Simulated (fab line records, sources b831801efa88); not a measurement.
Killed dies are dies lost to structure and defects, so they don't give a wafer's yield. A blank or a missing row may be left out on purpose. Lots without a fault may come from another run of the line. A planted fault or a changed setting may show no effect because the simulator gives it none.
fab line records | flow sky130
record lots=7 wafers=21 last_day=50
route steps=708 shown SALICIDE@361 LI_CONTACT@362 PAD_OPEN@708
lots that met no fault: from a run of the same line without faults
start_h: hours from the record's first day to the start of the lot's first wafer shown | wait_h: hours since the lot's step before | " the same as in the row above | L1.1+2: a row that stands for several wafers | - no value, or no start given | * or withheld: withheld | < > ~ a bound
route shown NAME@n: a module of which the file shows steps, and the number in the route of the first | usual: mean/standard deviation of fault-free wafers | same: alike in all rows | chamber/n: place in a boat | sites: the reading at each site | _std_site: their standard deviation | _edge_site: outer sites' mean less inner sites' | radius_mm: how far each site lies from the wafer's centre | mask NAME#n: copy n | behind: the tool/chamber that last shaped the wafer | hold: why the lot was held/for how many hours/how that ended | device: the transistor (n, p or np) that didn't switch | end of line: the same wafers' tests at the end of the route | a step without rows: its recipe alone | killed: dies lost to structure and defects at the first sort, not the wafer's yield | map: a wafer's dies, x killed, . not, _ none there
set.NAME: the setting as run; set.NAME@STEP: as run at that earlier step | model.NAME: the simulator's own value behind a step, which no gauge read
lots at some steps of the route; a table a step, a row a wafer
services: from which hour (start_h, from the record's first day; less than 0 if before it) a tool's chamber was out of use, for how many hours, and why
## steps
# step SKY_SALICIDE_CLEAN_00
# recipe chemistry=HF-last time_s=30 dilution=100:1 dry=ipa_marangoni
# step SKY_LI_CONTACT_HDPCVD_00
# recipe material=PSG target_thk_nm=930 sigma_open_frac=0.3 time_s=150 temp_c=600 sih4_flow_sccm=60 pressure_mtorr=6
# step SKY_LI_CONTACT_THK_MEAS_01
# recipe reads=PSG_of_LI_CONTACT_HDPCVD_00
# usual LI_CONTACT_HDPCVD_THK=901/8.7
# columns lot.wafer tool chamber start_h wait_h LI_CONTACT_HDPCVD_THK[nm]
L230.1 film_metro-04 - 696.30 0.1 899
L230.2 " - " " 906
L230.5 " - " " 891
L236.1 film_metro-01 - 747.85 0.1 908
L236.3 " - " " 905
L236.6 " - " " 910
L237.1 film_metro-01 - 766.28 0.1 894
L237.2 " - " " 901
L237.5 " - " " 892
L239.3 film_metro-04 - 769.95 0.1 893
L239.4 " - " " 901
L239.6 " - " " 899
L240.2 film_metro-03 - 772.21 0.1 907
L240.3 " - " " 905
L240.5 " - " " 890
L242.1 film_metro-01 - 786.59 0.1 890
L242.3 " - " " 916
L242.4 " - " " 907
L248.2 film_metro-01 - 834.54 0.1 887
L248.3 " - " " 902
L248.6 " - " " 880
# step SKY_LI_CONTACT_CMP_02
# recipe material=PSG down_force_psi=4 platen_rpm=60 pad_velocity_m_s=0.94248
# usual head_pressure_psi=4.000/0.0091 motor_current_A=12.0/0.82 time_to_endpoint_s=30.2/1.8
# columns lot.wafer tool chamber start_h wait_h head_pressure_psi motor_current_A time_to_endpoint_s
L230.2 cmp-01 3 696.41 0.1 3.996 12.1 30.7
L230.1 " 1 " " 3.992 11.9 33.2
L230.5 " 3 " " 3.991 12.5 30.8
L236.1 cmp-01 2 747.96 0.1 4.017 11.5 31.8
L236.3 " 3 " " 3.982 12.0 32.2
L236.6 " 1 " " 3.999 13.0 31.1
L237.2 cmp-01 1 766.39 0.1 4.008 12.0 29.1
L237.1 " 2 " " 3.991 12.4 28.0
L237.5 " 1 " " 3.993 12.1 27.9
L239.4 cmp-02 0 770.04 0.1 3.992 11.7 31.9
L239.3 " 2 " " 4.003 12.5 32.5
L239.6 " 0 " " 3.993 11.5 34.1
L240.3 cmp-02 1 772.26 0.0 3.989 11.3 29.6
L240.2 " 0 " " 4.010 12.5 30.6
L240.5 " 2 " " 4.000 13.6 30.5
L242.4 cmp-02 1 786.70 0.1 3.992 12.1 28.5
L242.1 " 2 " " 3.988 12.7 30.3
L242.3 " 3 " " 4.009 10.2 31.7
L248.2 cmp-01 3 834.59 0.0 4.000 12.3 29.9
L248.3 " 2 " " 4.015 11.3 32.1
L248.6 " 0 " " 4.014 12.3 29.9
# step SKY_LI_CONTACT_BOW_MEAS_03
# recipe mode=bow
# usual LI_CONTACT_BOW=56/6.6
# columns lot.wafer tool chamber start_h wait_h LI_CONTACT_BOW[um]
L230.1 film_metro-03 - 696.66 0.1 59
L230.2 " - " " 57
L230.5 " - " " 60
L236.1 film_metro-03 - 748.21 0.2 54
L236.3 " - " " 51
L236.6 " - " " 56
L237.1 film_metro-03 - 766.64 0.1 56
L237.2 " - " " 44
L237.5 " - " " 62
L239.3 film_metro-01 - 770.33 0.1 45
L239.4 " - " " 50
L239.6 " - " " 55
L240.2 film_metro-03 - 772.58 0.1 47
L240.3 " - " " 58
L240.5 " - " " 58
L242.1 film_metro-03 - 786.95 0.1 52
L242.3 " - " " 56
L242.4 " - " " 52
L248.2 film_metro-04 - 834.91 0.3 48
L248.3 " - " " 64
L248.6 " - " " 66
# step SKY_LI_CONTACT_DEHYDRATE_04
# recipe temp_c=200 time_s=60
# step SKY_LI_CONTACT_HMDS_05
# recipe prime_time_s=60 prime_temp_c=120
# step SKY_LI_CONTACT_COAT_06
# recipe resist=BARC temp_c=withheld time_s=withheld spin_rpm=3000 resist_thk_nm=60
# step SKY_LI_CONTACT_COAT_07
# recipe resist=KrF-thick spin_rpm=3000 resist_thk_nm=450
# step SKY_LI_CONTACT_SOFTBAKE_08
# recipe temp_c=100 time_s=90 resist=KrF-thick
# step SKY_LI_CONTACT_EXPOSE_09
# recipe mask_id=LICM1 na=0.8 source_shape=annular sigma_inner=0.55 sigma_outer=0.85 target_cd_nm=170 dose_mj=38
# step SKY_LI_CONTACT_PEB_10
# recipe peb_temp_c=withheld peb_time_s=withheld resist=KrF-thick
# step SKY_LI_CONTACT_DEVELOP_11
# recipe develop_time_s=60 resist=KrF-thick dev_temp_c=21
# usual chill_plate_temp_C=22.99/0.095 developer_temp_C=20.97/0.1
# columns lot.wafer tool chamber start_h wait_h chill_plate_temp_C developer_temp_C
L230.1 litho_track-01 0 724 - 23.13 20.95
L230.2 " 0 " " 23.09 21.08
L230.5 " 0 " " 22.95 20.98
L236.1 litho_track-02 0 775 - 23.00 22.94
L236.3 " 0 " " 23.04 22.69
L236.6 " 0 " " 23.18 22.88
L237.1 litho_track-02 0 793 - 23.06 23.14
L237.2 " 0 " " 23.11 23.12
L237.5 " 0 " " 22.98 23.22
L239.3 litho_track-02 0 797 - 23.06 22.91
L239.4 " 0 " " 23.00 22.95
L239.6 " 0 " " 22.86 22.90
L240.2 litho_track-03 0 799 - 23.12 21.09
L240.3 " 0 " " 23.06 20.95
L240.5 " 0 " " 23.09 21.02
L242.1 litho_track-01 0 813 - 22.99 20.98
L242.3 " 0 " " 22.91 21.00
L242.4 " 0 " " 23.05 21.01
L248.2 litho_track-02 0 860 - 23.12 20.97
L248.3 " 0 " " 22.90 20.86
L248.6 " 0 " " 23.08 20.93
# step SKY_LI_CONTACT_CD_MEAS_12
# recipe target_cd_nm=170
# usual cd_nm=170.1/1.6
# columns lot.wafer tool chamber start_h wait_h cd_nm
L230.1 cd_sem-02 - 724.99 - 170.5
L230.2 " - " " 170.6
L230.5 " - " " 169.8
L236.1 cd_sem-02 - 775.48 - 170.0
L236.3 " - " " 170.5
L236.6 " - " " 171.4
L237.1 cd_sem-01 - 793.78 - 172.8
L237.2 " - " " 171.1
L237.5 " - " " 173.0
L239.3 cd_sem-01 - 797.17 - 172.2
L239.4 " - " " 172.4
L239.6 " - " " 171.2
L240.2 cd_sem-02 - 799.33 - 168.6
L240.3 " - " " 169.5
L240.5 " - " " 170.3
L242.1 cd_sem-02 - 814.04 - 171.0
L242.3 " - " " 172.3
L242.4 " - " " 170.5
L248.2 cd_sem-02 - 860.85 - 166.5
L248.3 " - " " 168.6
L248.6 " - " " 166.7
# step SKY_PAD_OPEN_PROBE_99
# usual killed_at_M0_to_M3=43/6.5 killed_at_M4_up=3.2/1.9 killed_at_contacts=25/5.5 killed_at_front_end=14/4.2 killed_at_other=0.2/0.44 killed_dies=85/8.5 killed_open=47/7 killed_short=39/6.3
# same gross_dies=492 killed_at_back_side=0
# columns lot.wafer tool chamber start_h wait_h killed_at_M0_to_M3 killed_at_M4_up killed_at_contacts killed_at_front_end killed_at_other killed_dies killed_open killed_short
L230.1 prober-01 - 1114.64 0.1 29 4 36 12 0 81 43 38
L230.2 prober-01 - 1114.69 0.1 38 1 36 17 0 92 52 40
L230.5 prober-01 - 1114.84 0.2 39 2 27 14 0 82 45 37
L236.1 prober-01 - 1150.83 0.1 43 4 19 12 0 78 38 40
L236.3 prober-01 - 1150.93 0.2 42 2 29 8 0 81 42 39
L236.6 prober-01 - 1151.08 0.2 37 3 21 12 0 73 49 24
L237.1 prober-02 - 1164.77 0.1 37 7 27 17 0 88 43 45
L237.2 prober-02 - 1164.82 0.1 60 2 26 18 0 106 70 36
L237.5 prober-02 - 1164.97 0.2 51 3 24 18 1 97 45 52
L239.3 prober-02 - 1166.37 0.2 36 0 21 15 0 72 42 30
L239.4 prober-02 - 1166.42 0.2 56 2 23 17 0 98 68 30
L239.6 prober-02 - 1166.52 0.2 37 2 27 21 0 87 47 40
L240.2 prober-01 - 1171.50 0.1 41 6 18 15 1 81 52 29
L240.3 prober-01 - 1171.55 0.2 43 4 20 22 1 90 49 41
L240.5 prober-01 - 1171.65 0.2 50 0 23 13 1 87 46 41
L242.1 prober-01 - 1179.90 0.1 47 6 20 18 1 92 52 40
L242.3 prober-01 - 1180.00 0.2 35 5 18 13 0 71 42 29
L242.4 prober-01 - 1180.05 0.2 46 1 18 18 0 83 43 40
L248.2 prober-01 - 1206.29 0.1 46 2 25 15 0 88 48 40
L248.3 prober-01 - 1206.34 0.2 36 4 25 9 0 74 40 34
L248.6 prober-01 - 1206.49 0.2 39 3 28 22 0 92 52 40
# killed by level:class
L230.1 CONTACT:geometric_particle:open=16 CONTACT:geometric_particle:short=9 VIA1:geometric_particle:open=8 METAL1:geometric_particle:short=6 LI_CONTACT:geometric_particle:open=5 POLY_GATE:geometric_particle:open=4 VIA2:geometric_particle:open=4 LOCAL_INTERCONNECT:geometric_particle:short=4
L230.2 CONTACT:geometric_particle:open=15 LI_CONTACT:geometric_particle:open=7 VIA1:geometric_particle:open=7 METAL2:geometric_particle:short=6 CONTACT:geometric_particle:short=6 LOCAL_INTERCONNECT:geometric_particle:short=5 METAL1:geometric_particle:short=5 FIELD_ISO:geometric_particle:open=4
L230.5 CONTACT:geometric_particle:open=11 CONTACT:geometric_particle:short=7 VIA3:geometric_particle:open=7 VIA1:geometric_particle:open=5 METAL1:geometric_particle:short=5 POLY_GATE:geometric_particle:short=4 SPACER:geometric_particle:open=4 LI_CONTACT:geometric_particle:open=4
L236.1 VIA1:geometric_particle:open=8 CONTACT:geometric_particle:open=7 VIA2:geometric_particle:open=6 METAL1:geometric_particle:short=6 VIA1:geometric_particle:short=6 METAL2:geometric_particle:short=6 CONTACT:geometric_particle:short=5 LI_CONTACT:geometric_particle:open=4
L236.3 CONTACT:geometric_particle:open=9 LOCAL_INTERCONNECT:geometric_particle:short=8 VIA1:geometric_particle:open=7 VIA3:geometric_particle:open=7 LI_CONTACT:geometric_particle:open=6 CONTACT:geometric_particle:short=6 VIA1:geometric_particle:short=5 METAL1:geometric_particle:short=4
L236.6 VIA1:geometric_particle:open=10 VIA2:geometric_particle:open=8 CONTACT:geometric_particle:open=7 FIELD_ISO:geometric_particle:open=6 LI_CONTACT:geometric_particle:open=6 VIA1:geometric_particle:short=4 VIA3:geometric_particle:open=4 LI_CONTACT:geometric_particle:short=3
L237.1 CONTACT:geometric_particle:open=10 METAL3:geometric_particle:short=8 LI_CONTACT:geometric_particle:open=7 VIA1:geometric_particle:open=7 FIELD_ISO:geometric_particle:short=5 METAL1:geometric_particle:short=5 VIA1:geometric_particle:short=5 FIELD_ISO:geometric_particle:open=4
L237.2 VIA1:geometric_particle:open=28 CONTACT:geometric_particle:open=12 VIA2:geometric_particle:open=10 VIA1:geometric_particle:short=8 LI_CONTACT:geometric_particle:open=7 POLY_GATE:geometric_particle:open=6 FIELD_ISO:geometric_particle:open=4 POLY_GATE:geometric_particle:short=4
L237.5 CONTACT:geometric_particle:open=13 VIA1:geometric_particle:open=13 VIA1:geometric_particle:short=8 METAL2:geometric_particle:short=8 METAL1:geometric_particle:short=7 POLY_GATE:geometric_particle:short=5 VIA3:geometric_particle:open=4 LOCAL_INTERCONNECT:geometric_particle:short=4
L239.3 CONTACT:geometric_particle:open=13 METAL1:geometric_particle:short=10 VIA1:geometric_particle:open=6 POLY_GATE:geometric_particle:short=5 METAL1:geometric_particle:open=4 VIA2:geometric_particle:open=4 VIA3:geometric_particle:open=4 FIELD_ISO:geometric_particle:open=3
L239.4 VIA3:geometric_particle:open=14 CONTACT:geometric_particle:open=12 VIA2:geometric_particle:open=12 VIA1:geometric_particle:open=10 POLY_GATE:geometric_particle:open=6 LI_CONTACT:geometric_particle:open=6 VIA1:geometric_particle:short=5 POLY_GATE:geometric_particle:short=4
L239.6 CONTACT:geometric_particle:open=12 FIELD_ISO:geometric_particle:open=8 VIA1:geometric_particle:short=8 VIA1:geometric_particle:open=8 LI_CONTACT:geometric_particle:open=6 POLY_GATE:geometric_particle:short=5 METAL2:geometric_particle:short=5 LOCAL_INTERCONNECT:geometric_particle:short=4
L240.2 VIA1:geometric_particle:open=15 CONTACT:geometric_particle:open=13 VIA2:geometric_particle:open=6 METAL2:geometric_particle:short=5 POLY_GATE:geometric_particle:short=4 POLY_GATE:geometric_particle:open=4 VIA3:geometric_particle:open=4 METAL4:geometric_particle:short=4
L240.3 VIA1:geometric_particle:open=11 CONTACT:geometric_particle:open=8 VIA1:geometric_particle:short=8 POLY_GATE:geometric_particle:short=7 LI_CONTACT:geometric_particle:open=6 VIA2:geometric_particle:open=6 VIA3:geometric_particle:open=5 FIELD_ISO:geometric_particle:open=4
L240.5 CONTACT:geometric_particle:open=10 VIA1:geometric_particle:open=10 METAL2:geometric_particle:short=7 METAL1:geometric_particle:short=7 LOCAL_INTERCONNECT:geometric_particle:short=6 VIA2:geometric_particle:open=5 VIA3:geometric_particle:open=5 POLY_GATE:geometric_particle:short=4
L242.1 VIA1:geometric_particle:open=14 LI_CONTACT:geometric_particle:open=10 FIELD_ISO:geometric_particle:short=7 VIA2:geometric_particle:open=7 VIA3:geometric_particle:open=7 LOCAL_INTERCONNECT:geometric_particle:short=5 METAL2:geometric_particle:short=5 METAL1:geometric_particle:short=4
L242.3 CONTACT:geometric_particle:open=11 VIA1:geometric_particle:open=9 FIELD_ISO:geometric_particle:open=5 LOCAL_INTERCONNECT:geometric_particle:short=5 METAL2:geometric_particle:open=4 VIA2:geometric_particle:open=4 VIA3:geometric_particle:open=4 METAL2:geometric_particle:short=3
L242.4 VIA1:geometric_particle:open=12 METAL2:geometric_particle:short=6 FIELD_ISO:geometric_particle:short=5 CONTACT:geometric_particle:open=5 METAL1:geometric_particle:short=5 VIA2:geometric_particle:open=5 VIA3:geometric_particle:open=5 FIELD_ISO:geometric_particle:open=4
L248.2 VIA1:geometric_particle:open=13 CONTACT:geometric_particle:open=10 METAL1:geometric_particle:short=8 VIA2:geometric_particle:open=8 LI_CONTACT:geometric_particle:open=6 METAL2:geometric_particle:short=4 VIA3:geometric_particle:short=4 POLY_GATE:geometric_particle:short=3
L248.3 CONTACT:geometric_particle:open=10 VIA1:geometric_particle:open=10 LI_CONTACT:geometric_particle:open=5 LOCAL_INTERCONNECT:geometric_particle:short=4 METAL4:geometric_particle:short=4 CONTACT:geometric_particle:short=4 METAL1:geometric_particle:short=4 VIA2:geometric_particle:short=4
L248.6 VIA1:geometric_particle:open=10 FIELD_ISO:geometric_particle:open=9 LI_CONTACT:geometric_particle:open=7 VIA2:geometric_particle:open=7 VIA3:geometric_particle:open=7 CONTACT:geometric_particle:short=6 CONTACT:geometric_particle:open=6 METAL2:geometric_particle:short=6
## services
# columns tool chamber start_h hours kind
cmp-02 - 687.08 4.6 pm
cmp-01 - 742.32 1.1 repair
cmp-02 - 744.00 4.0 pm
cmp-02 - 748.00 - consumable_replace:conditioner
cmp-02 - 748.00 - consumable_replace:pad
cmp-02 - 765.91 0.8 repair
cmp-01 - 769.96 4.0 pm
cmp-02 - 774.87 0.8 repair
cmp-02 - 808.67 1.2 repair
## key
first_sign step=SKY_LI_CONTACT_DEVELOP_11 reading=developer_temp_C direction=up sigmas=19 usual=* struck=*
effect none on later readings
met_at SKY_LI_CONTACT_DEVELOP_11
struck_wafers L236.1,L236.3,L236.6,L237.1,L237.2,L237.5,L239.3,L239.4,L239.6
tester_left_out L236,L237,L239
loop_trim step=SKY_LI_CONTACT_EXPOSE_09 setting=dose lots=L239
fault kind=process_parameter_drift tool=litho_track-02 chamber=- onset_h=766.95 steps=SKY_LI_CONTACT_DEVELOP_11 channel=dev_temp_c offset=* shape=step end_h=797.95 acts_in=* stated=*
# tester_left_out: of these lots the tester's yield and bins aren't shown, on N5 and GAA mostly nor the transistor test; their killed dies are dies lost to structure and defects alone, not to doping, threshold or leakage, so they don't give the yield
# loop_trim: a control loop set the setting to another value than it would have without faults
